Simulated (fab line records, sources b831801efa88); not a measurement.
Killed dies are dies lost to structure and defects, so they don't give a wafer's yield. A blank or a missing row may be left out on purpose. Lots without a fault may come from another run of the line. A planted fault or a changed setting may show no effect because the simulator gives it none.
Chamber matching | flow gf180mcu | GF_HV_LDD_ETCHBACK_58 on rie_diel-04: 4 sister chambers
The step etches Si3N4 in CH3F/O2, stops on SiO2, time 100 s, target depth 90 nm. 4 wafers are shown with their chamber, then 7 later ones without.

WAFERS WITH THEIR CHAMBER
wafer  | chamber | oes_product_au (a.u.)
L223.5 | 3       | 0.846
L227.3 | 0       | 0.837
L228.2 | 1       | 0.851
L228.4 | 2       | 0.839

WAFERS WITHOUT THEIR CHAMBER
wafer  | oes_product_au (a.u.)
L228.6 | 0.842
L231.1 | 0.843
L231.4 | 0.843
L231.6 | 0.844
L232.3 | 0.847
L232.4 | 0.841
L232.5 | 0.834

WHICH CHAMBER EACH WENT THROUGH
wafer  | from the rows above               | in truth
L228.6 | can't be placed: 2 or 3 or 0      | 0
L231.1 | can't be placed: 3 or 2 or 0 or 1 | 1
L231.4 | can't be placed: 3 or 2 or 0 or 1 | 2
L231.6 | can't be placed: 3 or 2 or 0 or 1 | 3
L232.3 | can't be placed: 3 or 1           | 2
L232.4 | can't be placed: 2 or 0 or 3      | 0
L232.5 | can't be placed: 0 or 2           | 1
Placed correctly: 0 of 7. Can't be placed from these rows: 7 (the true chamber is among the candidates in 5). Placed wrongly: 0.
How it was worked out, from the rows above alone: a wafer's distance from a chamber is the root of the sum, over the readings, of the square of ((its reading less the chamber's mean) divided by the reading's scatter). The wafer belongs to the nearest chamber; if the next one is less than 2 further off, it can't be placed. A chamber's mean is the mean of its shown wafers. The scatter: with one shown wafer a chamber, the root of the mean of the squares of how far each hidden wafer lies from its nearest shown one.
